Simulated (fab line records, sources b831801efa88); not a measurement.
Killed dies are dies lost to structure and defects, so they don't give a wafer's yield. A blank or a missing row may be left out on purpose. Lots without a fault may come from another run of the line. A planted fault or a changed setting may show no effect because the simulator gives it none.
Chamber matching | flow sky130 | SKY_VIA2_CMP_02 on cmp-02: 4 sister chambers
The step polishes SiO2. 8 wafers are shown with their chamber, then 12 later ones without.

WAFERS WITH THEIR CHAMBER
wafer  | chamber | motor_current_A (A)
L089.5 | 1       | 13.3
L089.6 | 0       | 10.5
L090.3 | 3       | 14.4
L090.5 | 3       | 14.3
L090.6 | 0       | 11.2
L091.1 | 2       | 11.9
L091.3 | 1       | 13.7
L091.6 | 2       | 11.4

WAFERS WITHOUT THEIR CHAMBER
wafer  | motor_current_A (A)
L092.3 | 13.9
L092.5 | 10.6
L092.6 | 13.1
L094.1 | 15.1
L094.3 | 11.4
L094.6 | 10.9
L095.1 | 12.9
L095.4 | 11.2
L095.5 | 13.7
L096.2 | 10.5
L096.3 | 11.1
L096.6 | 13.3

WHICH CHAMBER EACH WENT THROUGH
wafer  | from the rows above     | in truth
L092.3 | can't be placed: 1 or 3 | 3
L092.5 | 0                       | 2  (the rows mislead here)
L092.6 | 1                       | 1
L094.1 | 3                       | 3
L094.3 | can't be placed: 2 or 0 | 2
L094.6 | 0                       | 0
L095.1 | can't be placed: 1 or 2 | 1
L095.4 | can't be placed: 0 or 2 | 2
L095.5 | can't be placed: 1 or 3 | 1
L096.2 | 0                       | 0
L096.3 | can't be placed: 0 or 2 | 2
L096.6 | 1                       | 1
Placed correctly: 5 of 12. Can't be placed from these rows: 6 (the true chamber is among the candidates in 6). Placed wrongly: 1.
How it was worked out, from the rows above alone: a wafer's distance from a chamber is the root of the sum, over the readings, of the square of ((its reading less the chamber's mean) divided by the reading's scatter). The wafer belongs to the nearest chamber; if the next one is less than 2 further off, it can't be placed. A chamber's mean is the mean of its shown wafers. The scatter: the root of (the sum of the squares of (reading less its chamber's mean) over the shown wafers, divided by (wafers less chambers)).
